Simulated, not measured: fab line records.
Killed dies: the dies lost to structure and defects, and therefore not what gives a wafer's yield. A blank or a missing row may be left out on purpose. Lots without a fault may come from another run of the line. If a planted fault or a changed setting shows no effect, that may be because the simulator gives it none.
fab line records    flow sky130    part 1 of 2: steps 1 to 28 of 38
record: lots: 5  wafers: 15  last_day: 49
route steps=708 shown METAL3@561 VIA3@573 METAL4@598
lots that met no fault: from a run of the same line without faults
start_h: hours from the record's first day to the start of the lot's first wafer shown    wait_h: hours elapsed since this lot's preceding step    " the same as in the row above    L1.1+2: a row that stands for several wafers    - no value, or no start was given    * or withheld: withheld    < > ~ a bound
route shown NAME@n: NAME is a module with steps in the file, n the number in the route of the first one    usual: mean and standard deviation over wafers with no fault    same: alike in all rows    chamber/n: place in a boat    sites: per-site readings    _std_site: the standard deviation of these    _edge_site: inner sites' mean taken away from outer sites' mean    radius_mm: how far each site lies from the wafer's centre    mask NAME#n: copy n    behind: the last tool/chamber to shape the wafer    hold: why the lot went on hold/how many hours it stayed there/how the hold came to an end    device: which transistor (n, p or np) failed to switch    end of line: the tests these same wafers got at the end of their route    a step given without rows: its recipe and nothing more    killed: dies lost to structure and defects at the first sort, not the wafer's yield    map: per-die view of a wafer (x killed, . not killed, _ where there is no die)
set.NAME: setting as actually run; set.NAME@STEP: the setting as run at that earlier step    model.NAME: the simulator's own value behind a step, which no gauge read
lots at selected steps of the route; one table per step, one row per wafer
services: the hour from which a tool's chamber was out of use, counted from the record's first day as start_h (under 0 if before that day), plus the number of hours and why
== steps ==
step: SKY_METAL3_PEB_11
recipe: peb_temp_c: withheld  peb_time_s: withheld  resist: KrF-thick
lot.wafer   tool            chamber  start_h  wait_h
L076.2+3+6  litho_track-02  0        -        -
L079.1+3+5  litho_track-01  0        -        -
L086.1+2+3  litho_track-04  0        -        -
L088.1+4+6  litho_track-02  0        -        -
L092.1+3+6  litho_track-01  0        -        -
step: SKY_METAL3_DEVELOP_12
recipe: develop_time_s: 60  resist: KrF-thick  dev_temp_c: 21
lot.wafer   tool            chamber  start_h  wait_h
L076.2+3+6  litho_track-02  0        -        -
L079.1+3+5  litho_track-01  0        -        -
L086.1+2+3  litho_track-04  0        -        -
L088.1+4+6  litho_track-02  0        -        -
L092.1+3+6  litho_track-01  0        -        -
step: SKY_METAL3_CD_MEAS_13
recipe: target_cd_nm: 300
usual: cd_nm: 300.6/1.2
lot.wafer  tool       chamber  start_h  wait_h  cd_nm
L076.2     cd_sem-02  -        916.84   -       300.0
L076.3     "          -        "        "       300.5
L076.6     "          -        "        "       300.3
L079.1     cd_sem-02  -        942.56   -       301.7
L079.3     "          -        "        "       302.1
L079.5     "          -        "        "       302.0
L086.1     cd_sem-02  -        998.85   -       299.0
L086.2     "          -        "        "       299.8
L086.3     "          -        "        "       299.1
L088.1     cd_sem-01  -        1015.22  -       297.7
L088.4     "          -        "        "       296.9
L088.6     "          -        "        "       299.1
L092.1     cd_sem-02  -        1033.26  -       301.7
L092.3     "          -        "        "       303.1
L092.6     "          -        "        "       301.2
step: SKY_METAL3_OVL_MEAS_14
usual: METAL3_OVL: -1/4.6
lot.wafer  tool        chamber  start_h  wait_h  METAL3_OVL[nm]
L076.2     overlay-02  -        916.95   0.1     2
L076.3     "           -        "        "       -3
L076.6     "           -        "        "       -6
L079.1     overlay-02  -        942.68   0.1     9
L079.3     "           -        "        "       13
L079.5     "           -        "        "       5
L086.1     overlay-02  -        998.97   0.1     1
L086.2     "           -        "        "       -2
L086.3     "           -        "        "       5
L088.1     overlay-02  -        1015.34  0.1     1
L088.4     "           -        "        "       0
L088.6     "           -        "        "       -6
L092.1     overlay-01  -        1033.38  0.1     -5
L092.3     "           -        "        "       -7
L092.6     "           -        "        "       -6
step: SKY_METAL3_DESCUM_15
recipe: chemistry: O2  source_power_w: 150  bias_power_w: 0  pressure_mtorr: 10  temp_c: 40  time_s: 8
usual: drypump_motor_current_A: 5.5/0.41  oes_product_au: 1.002/0.0092  rf_fwd_power_W: 147.4/0.66
same: time_s: 8
lot.wafer  tool          chamber  start_h  wait_h  drypump_motor_current_A  oes_product_au  rf_fwd_power_W  rf_hours_counter_h
L076.2     rie_metal-04  0        916.98   0.0     5.8                      1.004           147.3           4
L076.3     "             1        "        "       5.7                      0.998           147.8           -
L076.6     "             1        "        "       5.7                      1.003           147.8           -
L079.1     rie_metal-01  0        942.72   0.0     5.2                      0.995           146.7           2
L079.3     "             1        "        "       6.0                      1.014           147.3           -
L079.5     "             1        "        "       6.0                      1.015           147.3           -
L086.1     rie_metal-01  0        999.00   0.0     5.1                      0.993           146.6           5
L086.2     "             1        "        "       6.0                      1.013           147.2           12
L086.3     "             1        "        "       6.0                      1.015           147.8           -
L088.1     rie_metal-02  0        1015.38  0.0     5.5                      0.979           147.9           20
L088.4     "             1        "        "       4.8                      1.011           148.6           -
L088.6     "             1        "        "       4.8                      1.005           148.4           -
L092.1     rie_metal-01  0        1033.42  0.0     5.1                      0.993           147.2           7
L092.3     "             0        "        "       5.1                      0.989           146.6           -
L092.6     "             1        "        "       6.0                      1.010           146.3           -
step: SKY_METAL3_ETCH_16
recipe: chemistry: N2/H2  target: BARC  ion_energy_ev: 200  bias_w: 100  pressure_mtorr: 30  n2_flow_sccm: 100  h2_flow_sccm: 200  icp_w: 500  stop_on: SiO2  time_s: 88.2  target_depth_a: 600
usual: drypump_motor_current_A: 5.5/0.41  oes_product_au: 0.625/0.0047  rf_fwd_power_W: 497.3/1.6  throttle_valve_pct: 13.205/0.0088
same: time_s: 88.2
lot.wafer  tool          chamber  start_h  wait_h  drypump_motor_current_A  oes_product_au  rf_fwd_power_W  rf_hours_counter_h  throttle_valve_pct
L076.2     rie_metal-04  0        917.01   0.0     5.9                      0.613           496.0           4                   13.213
L076.3     "             1        "        "       5.7                      0.631           498.9           -                   13.205
L076.6     "             1        "        "       5.7                      0.625           499.0           -                   13.194
L079.1     rie_metal-01  0        942.75   0.0     5.1                      0.623           496.9           2                   13.212
L079.3     "             1        "        "       6.0                      0.630           498.7           -                   13.188
L079.5     "             1        "        "       6.0                      0.620           498.7           -                   13.201
L086.1     rie_metal-01  0        999.04   0.0     5.1                      0.622           496.4           5                   13.207
L086.2     "             1        "        "       6.0                      0.628           498.5           12                  13.211
L086.3     "             1        "        "       6.0                      0.624           495.9           -                   13.193
L088.1     rie_metal-02  0        1015.41  0.0     5.6                      0.621           495.3           20                  13.204
L088.4     "             1        "        "       4.8                      0.625           497.9           -                   13.208
L088.6     "             1        "        "       4.8                      0.630           497.6           -                   13.205
L092.1     rie_metal-01  0        1033.45  0.0     5.1                      0.622           495.3           7                   13.204
L092.3     "             0        "        "       5.1                      0.620           498.6           -                   13.223
L092.6     "             1        "        "       6.0                      0.631           497.8           -                   13.211
step: SKY_METAL3_ETCH_17
recipe: target: SiO2  stop_on: TiN  chemistry: C4F8/O2/Ar  source_w: 1500  bias_w: 1200  pressure_mtorr: 40  c4f8_flow_sccm: withheld  O2_flow_sccm: 6  Ar_flow_sccm: 300  time_s: 3.9  target_depth_a: 150
usual: oes_product_au: 0.754/0.0065  rf_fwd_power_W: 1469/6
same: time_s: 3.9
lot.wafer  tool         chamber  start_h  wait_h  oes_product_au  rf_fwd_power_W  rf_hours_counter_h
L076.2     rie_diel-04  0        917.11   0.1     0.748           1471            8
L076.3     "            3        "        "       0.742           1469            12
L076.6     "            2        "        "       0.750           1469            -
L079.1     rie_diel-02  3        942.85   0.1     0.755           1465            2
L079.3     "            2        "        "       0.762           1466            17
L079.5     "            3        "        "       0.763           1465            -
L086.1     rie_diel-02  1        999.18   0.1     0.752           1471            6
L086.2     "            3        "        "       0.759           1454            4
L086.3     "            0        "        "       0.745           1472            2
L088.1     rie_diel-03  2        1015.51  0.1     0.752           1465            12
L088.4     "            0        "        "       0.755           1481            20
L088.6     "            1        "        "       0.751           1462            -
L092.1     rie_diel-04  3        1033.55  0.1     0.753           1458            17
L092.3     "            0        "        "       0.752           1462            12
L092.6     "            3        "        "       0.746           1462            -
step: SKY_METAL3_METAL_ETCH_18
recipe: target_depth_a: 8450  stop_on: SiO2  over_etch_frac: 0.3  time_s: 183.1  chemistry: Cl2/BCl3  resist_sidewall_deg: 88  pressure_mtorr: 10  icp_w: 900  bias_w: 48.5  Cl2_flow_sccm: 60  bcl3_flow_sccm: 30
usual: drypump_motor_current_A: 5.5/0.42  oes_product_au: 0.864/0.0061  rf_fwd_power_W: 897.4/2.7  throttle_valve_pct: 22.265/0.009
same: over_etch_frac: 0.3  time_s: 183.1
lot.wafer  tool          chamber  start_h  wait_h  drypump_motor_current_A  oes_product_au  rf_fwd_power_W  rf_hours_counter_h  throttle_valve_pct
L076.2     rie_metal-01  1        917.19   0.1     6.0                      0.865           897.9           -                   22.258
L076.3     "             1        "        "       6.0                      0.871           899.1           -                   22.261
L076.6     "             1        "        "       6.0                      0.872           900.0           -                   22.265
L079.1     rie_metal-04  1        942.87   0.0     5.6                      0.859           900.1           11                  22.264
L079.3     "             0        "        "       5.9                      0.870           899.9           -                   22.283
L079.5     "             0        "        "       5.8                      0.868           896.2           -                   22.253
L086.1     rie_metal-02  0        999.19   0.0     5.6                      0.870           891.0           19                  22.274
L086.2     "             1        "        "       4.8                      0.857           901.5           7                   22.256
L086.3     "             1        "        "       4.8                      0.870           897.3           -                   22.276
L088.1     rie_metal-01  1        1015.53  0.0     5.9                      0.874           895.7           13                  22.279
L088.4     "             0        "        "       5.1                      0.862           902.5           -                   22.263
L088.6     "             0        "        "       5.1                      0.864           900.2           -                   22.252
L092.1     rie_metal-04  0        1033.57  0.0     5.8                      0.873           902.2           10                  22.269
L092.3     "             0        "        "       5.9                      0.874           896.5           -                   22.265
L092.6     "             1        "        "       5.7                      0.860           900.8           -                   22.269
step: SKY_METAL3_STRIP_19
recipe: chemistry: O2/N2  power_w: 1400  pressure_mtorr: 1500  platen_temp_c: withheld  o2_flow_sccm: 3000  n2_flow_sccm: 300  overash_fraction: 0.5
usual: drypump_motor_current_A: 5.6/0.3  oes_product_au: 0.501/0.0058  strip_time_to_endpoint_s: 6.50/0.084
lot.wafer  tool             chamber  start_h  wait_h  drypump_motor_current_A  oes_product_au  rf_hours_counter_h  strip_time_to_endpoint_s
L076.2     plasma_asher-03  0        917.48   0.2     5.4                      0.501           79                  6.49
L076.3     "                0        "        "       5.4                      0.503           -                   6.54
L076.6     "                1        "        "       5.2                      0.497           -                   6.52
L079.1     plasma_asher-01  1        943.05   0.1     5.6                      0.504           110                 6.61
L079.3     "                1        "        "       5.6                      0.509           -                   6.50
L079.5     "                0        "        "       6.1                      0.502           -                   6.53
L086.1     plasma_asher-03  1        999.37   0.1     5.1                      0.509           87                  6.66
L086.2     "                0        "        "       5.4                      0.494           87                  6.46
L086.3     "                0        "        "       5.4                      0.497           -                   6.45
L088.1     plasma_asher-04  0        1015.71  0.1     5.8                      0.504           59                  6.42
L088.4     "                1        "        "       5.8                      0.494           -                   6.55
L088.6     "                1        "        "       5.8                      0.497           -                   6.50
L092.1     plasma_asher-03  1        1033.75  0.1     5.1                      0.495           91                  6.41
L092.3     "                0        "        "       5.5                      0.496           -                   6.39
L092.6     "                0        "        "       5.4                      0.493           -                   6.37
step: SKY_METAL3_STRIP_20
recipe: chemistry: post_etch_residue_remover  time_s: 1200  temp_c: 72.5
same: time_s: 1200
lot.wafer   tool          chamber  start_h  wait_h
L076.2+3+6  wet_bench-01  0        917.58   0.1
L079.1+3+5  wet_bench-03  1        943.15   0.1
L086.1+2+3  wet_bench-03  1        999.47   0.1
L088.1+4+6  wet_bench-02  1        1015.81  0.1
L092.1+3+6  wet_bench-01  2        1033.85  0.1
step: SKY_METAL3_CLEAN_21
recipe: chemistry: IPA  time_s: 180  temp_c: 25
same: time_s: 180
lot.wafer   tool          chamber  start_h  wait_h
L076.2+3+6  wet_bench-03  2        917.93   0.0
L079.1+3+5  wet_bench-02  1        943.49   0.0
L086.1+2+3  wet_bench-02  1        999.81   0.0
L088.1+4+6  wet_bench-03  0        1016.49  0.0
L092.1+3+6  wet_bench-03  3        1034.19  0.0
step: SKY_METAL3_CLEAN_22
recipe: chemistry: O3/DIW  dry: n2_spin
lot.wafer   tool          chamber  start_h  wait_h
L076.2+3+6  wet_bench-02  2        917.98   0.0
L079.1+3+5  wet_bench-01  1        943.55   0.0
L086.1+2+3  wet_bench-01  2        999.88   0.0
L088.1+4+6  wet_bench-02  3        1016.55  0.0
L092.1+3+6  wet_bench-01  1        1034.25  0.0
step: SKY_VIA3_HDPCVD_00
recipe: material: SiO2  target_thk_nm: 1635  sigma_open_frac: 0.3  time_s: 277.6  temp_c: 400  sih4_flow_sccm: 60  pressure_mtorr: 6
same: time_s: 277.6
lot.wafer   tool       chamber  start_h  wait_h
L076.2+3+6  hdpcvd-01  0,2,0    918.08   0.0
L079.1+3+5  hdpcvd-02  0,2,1    943.64   0.0
L086.1+2+3  hdpcvd-02  2,1,0    999.97   0.0
L088.1+4+6  hdpcvd-01  2,2,1    1016.73  0.0
L092.1+3+6  hdpcvd-01  2,1,2    1034.34  0.0
step: SKY_VIA3_THK_MEAS_01
recipe: reads: SiO2_of_VIA3_HDPCVD_00
usual: VIA3_HDPCVD_THK: 1669/17
lot.wafer  tool           chamber  start_h  wait_h  VIA3_HDPCVD_THK[nm]
L076.2     film_metro-04  -        918.25   0.1     1661
L076.3     "              -        "        "       1648
L076.6     "              -        "        "       1648
L079.1     film_metro-01  -        943.81   0.1     1662
L079.3     "              -        "        "       1669
L079.5     "              -        "        "       1656
L086.1     film_metro-03  -        1000.14  0.1     1646
L086.2     "              -        "        "       1686
L086.3     "              -        "        "       1672
L088.1     film_metro-03  -        1016.90  0.1     1706
L088.4     "              -        "        "       1678
L088.6     "              -        "        "       1657
L092.1     film_metro-03  -        1034.51  0.1     1691
L092.3     "              -        "        "       1648
L092.6     "              -        "        "       1670
step: SKY_VIA3_CMP_02
recipe: material: SiO2  down_force_psi: 4  platen_rpm: 60  pad_velocity_m_s: 0.94248
usual: motor_current_A: 12.3/1
lot.wafer  tool    chamber  start_h  wait_h  motor_current_A
L076.2     cmp-01  2        918.30   0.0     10.2
L076.3     "       3        "        "       12.7
L076.6     "       2        "        "       10.3
L079.1     cmp-01  2        943.87   0.1     10.2
L079.3     "       3        "        "       12.3
L079.5     "       2        "        "       10.7
L086.1     cmp-02  1        1000.20  0.1     13.3
L086.2     "       2        "        "       13.0
L086.3     "       3        "        "       11.7
L088.1     cmp-01  3        1017.12  0.2     12.8
L088.4     "       0        "        "       11.7
L088.6     "       1        "        "       12.1
L092.1     cmp-02  2        1034.57  0.1     13.0
L092.3     "       3        "        "       11.7
L092.6     "       2        "        "       12.8
step: SKY_VIA3_BOW_MEAS_03
recipe: mode: bow
usual: VIA3_BOW: 79/7.7
lot.wafer  tool           chamber  start_h  wait_h  VIA3_BOW[um]
L076.2     film_metro-04  -        918.62   0.3     80
L076.3     "              -        "        "       80
L076.6     "              -        "        "       79
L079.1     film_metro-04  -        944.17   0.2     91
L079.3     "              -        "        "       88
L079.5     "              -        "        "       80
L086.1     film_metro-04  -        1000.50  0.2     74
L086.2     "              -        "        "       83
L086.3     "              -        "        "       75
L088.1     film_metro-03  -        1017.32  0.1     68
L088.4     "              -        "        "       69
L088.6     "              -        "        "       88
L092.1     film_metro-04  -        1034.87  0.2     86
L092.3     "              -        "        "       83
L092.6     "              -        "        "       78
step: SKY_VIA3_DEHYDRATE_04
recipe: temp_c: 200  time_s: 60
same: time_s: 60
lot.wafer   tool            chamber  start_h  wait_h
L076.2+3+6  litho_track-03  0        930.70   12.1
L079.1+3+5  litho_track-04  0        955.95   11.8
L086.1+2+3  litho_track-03  0        1010.78  10.3
L088.1+4+6  litho_track-03  0        1028.73  11.4
L092.1+3+6  litho_track-03  0        1045.88  11.0
step: SKY_VIA3_HMDS_05
recipe: prime_time_s: 60  prime_temp_c: 120
lot.wafer   tool            chamber  start_h  wait_h
L076.2+3+6  litho_track-03  0        930.85   0.1
L079.1+3+5  litho_track-04  0        956.10   0.1
L086.1+2+3  litho_track-03  0        1010.93  0.1
L088.1+4+6  litho_track-03  0        1028.88  0.1
L092.1+3+6  litho_track-03  0        1046.03  0.1
step: SKY_VIA3_COAT_06
recipe: resist: BARC  temp_c: withheld  time_s: withheld  spin_rpm: 3000  resist_thk_nm: 60
lot.wafer   tool            chamber  start_h  wait_h
L076.2+3+6  litho_track-03  0        931.00   0.1
L079.1+3+5  litho_track-04  0        956.25   0.1
L086.1+2+3  litho_track-03  0        1011.08  0.1
L088.1+4+6  litho_track-03  0        1029.03  0.1
L092.1+3+6  litho_track-03  0        1046.18  0.1
step: SKY_VIA3_COAT_07
recipe: resist: KrF-thick  spin_rpm: 3000  resist_thk_nm: 450
lot.wafer   tool            chamber  start_h  wait_h
L076.2+3+6  litho_track-03  0        -        -
L079.1+3+5  litho_track-04  0        -        -
L086.1+2+3  litho_track-03  0        -        -
L088.1+4+6  litho_track-03  0        -        -
L092.1+3+6  litho_track-03  0        -        -
step: SKY_VIA3_SOFTBAKE_08
recipe: temp_c: 100  time_s: 90  resist: KrF-thick
same: time_s: 90
lot.wafer   tool            chamber  start_h  wait_h
L076.2+3+6  litho_track-03  0        -        -
L079.1+3+5  litho_track-04  0        -        -
L086.1+2+3  litho_track-03  0        -        -
L088.1+4+6  litho_track-03  0        -        -
L092.1+3+6  litho_track-03  0        -        -
step: SKY_VIA3_EXPOSE_09
recipe: mask_id: VIM3  na: 0.8  source_shape: annular  sigma_inner: 0.55  sigma_outer: 0.85  target_cd_nm: 200  dose_mj: 38
usual: focus_offset_nm: -0.1/0.6
lot.wafer  tool            chamber  start_h  wait_h  mask    focus_offset_nm
L076.2     krf_scanner-01  0        -        -       VIM3#0  -0.3
L076.3     "               0        "        "       VIM3#0  0.2
L076.6     "               0        "        "       VIM3#0  -0.3
L079.1     krf_scanner-01  0        -        -       VIM3#0  0.4
L079.3     "               0        "        "       VIM3#0  -0.2
L079.5     "               0        "        "       VIM3#0  0.0
L086.1     krf_scanner-02  0        -        -       VIM3#0  -0.4
L086.2     "               0        "        "       VIM3#0  -0.1
L086.3     "               0        "        "       VIM3#0  0.6
L088.1     krf_scanner-01  0        -        -       VIM3#0  -0.8
L088.4     "               0        "        "       VIM3#0  -1.0
L088.6     "               0        "        "       VIM3#0  -0.9
L092.1     krf_scanner-01  0        -        -       VIM3#0  0.2
L092.3     "               0        "        "       VIM3#0  -0.2
L092.6     "               0        "        "       VIM3#0  -0.8
step: SKY_VIA3_PEB_10
recipe: peb_temp_c: withheld  peb_time_s: withheld  resist: KrF-thick
lot.wafer   tool            chamber  start_h  wait_h
L076.2+3+6  litho_track-03  0        -        -
L079.1+3+5  litho_track-03  0        -        -
L086.1+2+3  litho_track-04  0        -        -
L088.1+4+6  litho_track-02  0        -        -
L092.1+3+6  litho_track-02  0        -        -
step: SKY_VIA3_DEVELOP_11
recipe: develop_time_s: 60  resist: KrF-thick  dev_temp_c: 21
lot.wafer   tool            chamber  start_h  wait_h
L076.2+3+6  litho_track-03  0        -        -
L079.1+3+5  litho_track-03  0        -        -
L086.1+2+3  litho_track-04  0        -        -
L088.1+4+6  litho_track-02  0        -        -
L092.1+3+6  litho_track-02  0        -        -
step: SKY_VIA3_CD_MEAS_12
recipe: target_cd_nm: 200
usual: cd_nm: 200.3/1.3
lot.wafer  tool       chamber  start_h  wait_h  cd_nm
L076.2     cd_sem-02  -        943.30   -       199.3
L076.3     "          -        "        "       200.6
L076.6     "          -        "        "       200.0
L079.1     cd_sem-01  -        968.52   -       199.4
L079.3     "          -        "        "       200.0
L079.5     "          -        "        "       200.3
L086.1     cd_sem-02  -        1023.05  -       199.7
L086.2     "          -        "        "       200.9
L086.3     "          -        "        "       200.1
L088.1     cd_sem-01  -        1040.77  -       200.2
L088.4     "          -        "        "       200.5
L088.6     "          -        "        "       198.8
L092.1     cd_sem-02  -        1057.02  -       201.7
L092.3     "          -        "        "       201.3
L092.6     "          -        "        "       201.5
step: SKY_VIA3_OVL_MEAS_13
usual: VIA3_OVL: 0/5.4
lot.wafer  tool        chamber  start_h  wait_h  VIA3_OVL[nm]
L076.2     overlay-02  -        943.40   0.1     -2
L076.3     "           -        "        "       -4
L076.6     "           -        "        "       -5
L079.1     overlay-02  -        968.64   0.1     -7
L079.3     "           -        "        "       -6
L079.5     "           -        "        "       -12
L086.1     overlay-02  -        1023.17  0.1     10
L086.2     "           -        "        "       3
L086.3     "           -        "        "       6
L088.1     overlay-01  -        1040.89  0.1     -5
L088.4     "           -        "        "       -3
L088.6     "           -        "        "       1
L092.1     overlay-02  -        1057.14  0.1     -9
L092.3     "           -        "        "       -9
L092.6     "           -        "        "       -3
step: SKY_VIA3_ETCH_14
recipe: chemistry: N2/H2  target: BARC  ion_energy_ev: 200  source_w: 500  bias_w: 100  pressure_mtorr: 30  n2_flow_sccm: 100  h2_flow_sccm: 200  stop_on: SiO2  time_s: 45.9  target_depth_a: 600
usual: drypump_motor_current_A: 5.5/0.59  oes_product_au: 0.854/0.0048  rf_fwd_power_W: 495.8/1.5  throttle_valve_pct: 13.225/0.0081
same: time_s: 45.9
lot.wafer  tool         chamber  start_h  wait_h  drypump_motor_current_A  oes_product_au  rf_fwd_power_W  rf_hours_counter_h  throttle_valve_pct
L076.2     rie_diel-01  0        943.43   0.0     5.9                      0.858           494.9           21                  13.224
L076.3     "            1        "        "       4.9                      0.852           495.3           5                   13.222
L076.6     "            3        "        "       5.7                      0.855           491.8           -                   13.222
L079.1     rie_diel-03  0        968.67   0.0     5.6                      0.855           497.2           18                  13.226
L079.3     "            1        "        "       6.8                      0.850           496.0           13                  13.218
L079.5     "            2        "        "       5.2                      0.844           495.9           -                   13.214
L086.1     rie_diel-04  0        1023.20  0.0     5.4                      0.851           494.8           12                  13.233
L086.2     "            1        "        "       4.9                      0.863           496.1           20                  13.234
L086.3     "            2        "        "       5.7                      0.857           494.5           12                  13.227
L088.1     rie_diel-03  0        1040.93  0.0     5.6                      0.850           496.0           21                  13.218
L088.4     "            2        "        "       5.2                      0.852           498.9           13                  13.211
L088.6     "            0        "        "       5.6                      0.852           498.1           -                   13.242
L092.1     rie_diel-01  0        1057.18  0.0     5.9                      0.851           494.2           25                  13.221
L092.3     "            1        "        "       4.9                      0.854           496.6           8                   13.228
L092.6     "            2        "        "       5.8                      0.850           497.1           -                   13.225
step: SKY_VIA3_ETCH_15
recipe: target: SiO2  chemistry: C4F8/O2/Ar  target_depth_nm: 507  stop_on: TiN  mask_material: KrF-thick  source_w: 1500  bias_w: 1200  pressure_mtorr: 40  c4f8_flow_sccm: withheld  O2_flow_sccm: 6  Ar_flow_sccm: 300  time_s: 78
usual: oes_product_au: 0.946/0.005  rf_fwd_power_W: 1490/4.9
same: time_s: 78
lot.wafer  tool         chamber  start_h  wait_h  oes_product_au  rf_fwd_power_W  rf_hours_counter_h
L076.2     rie_diel-01  0        943.47   0.0     0.951           1489            21
L076.3     "            1        "        "       0.947           1480            5
L076.6     "            3        "        "       0.953           1481            -
L079.1     rie_diel-03  0        968.71   0.0     0.946           1484            18
L079.3     "            1        "        "       0.952           1491            13
L079.5     "            2        "        "       0.948           1483            -
L086.1     rie_diel-04  0        1023.24  0.0     0.944           1491            12
L086.2     "            1        "        "       0.950           1496            20
L086.3     "            2        "        "       0.951           1485            12
L088.1     rie_diel-03  0        1040.97  0.0     0.939           1494            21
L088.4     "            2        "        "       0.949           1490            13
L088.6     "            0        "        "       0.947           1481            -
L092.1     rie_diel-01  0        1057.22  0.0     0.941           1493            25
L092.3     "            1        "        "       0.946           1496            8
L092.6     "            2        "        "       0.946           1487            -
